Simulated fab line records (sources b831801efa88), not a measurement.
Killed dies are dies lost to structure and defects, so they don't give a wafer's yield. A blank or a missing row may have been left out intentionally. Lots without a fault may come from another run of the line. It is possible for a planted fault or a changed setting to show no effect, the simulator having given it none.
The same fault as seen by 2 desks | flow sky130 | each desk holds nothing but its own numbers, with what lay behind them at the end

## THE TOOL OWNER'S DESK: lithoTrack-02
The tool's own readings at SKY_NWELL_COAT_05 (resist thk 3000 nm): means of the sampled wafers that have a number, for each lot that ran on this tool. If a lot's mean is further than 4 standard deviations from the usual mean, the lot is out of limits and carries the mark OUT (the distance appears in the brackets).
Columns: A = chillPlateTempC at SKY_NWELL_COAT_05, usual 22.98 C; B = dispensePressureKPa at SKY_NWELL_COAT_05, usual 52.8 kPa; C = spinSpeedRpm at SKY_NWELL_COAT_05, usual 2000.0 rpm
lot  | first seen here | A     | B    | C
L537 | day 4 09:10     | 23.00 | 53.5 | 1999.4
L538 | day 4 14:31     | 22.77 | 53.5 | 2000.0
L539 | day 4 19:55     | 23.01 | 53.5 | 2000.3
L550 | day 7 12:55     | 22.99 | 53.5 | 1998.8
L551 | day 8 00:34     | 22.96 | 53.5 | 2001.2
L553 | day 8 08:55     | 22.98 | 53.5 | 2000.0
This desk's verdict: no lot among the 6 shows anything out of limits.

## FROM THE METROLOGY DESK
Lot by lot, what the gauges showed, no matter which tool ran the lot: averages of those sampled wafers that carry a number. If a lot's mean is further than 4 standard deviations from the usual mean, the lot is out of limits and carries the mark OUT (the distance appears in the brackets).
Columns: A = cdNm at SKY_CONTACT_CD_MEAS_14, usual 169.9 nm
lot  | first seen here | A
L537 | day 31 15:44    | 167.6
L538 | day 31 21:06    | 171.7
L539 | day 32 14:36    | 169.2
L540 | day 32 15:31    | 171.4
L546 | day 34 21:49    | 170.3
L548 | day 35 11:06    | 171.0
L550 | day 36 06:23    | 169.9
L551 | day 36 23:09    | 168.9
L553 | day 37 07:50    | 171.5
L557 | day 38 01:46    | 166.9
L556 | day 38 07:12    | 168.1
L558 | day 38 10:06    | 169.5
This desk's verdict: no lot among the 12 shows anything out of limits.

## TAKEN TOGETHER
The desk of the tool owner found nothing out of limits.
Metrology desk: nothing out of limits seen.

## WHAT WAS PUT IN BY THE SIMULATOR
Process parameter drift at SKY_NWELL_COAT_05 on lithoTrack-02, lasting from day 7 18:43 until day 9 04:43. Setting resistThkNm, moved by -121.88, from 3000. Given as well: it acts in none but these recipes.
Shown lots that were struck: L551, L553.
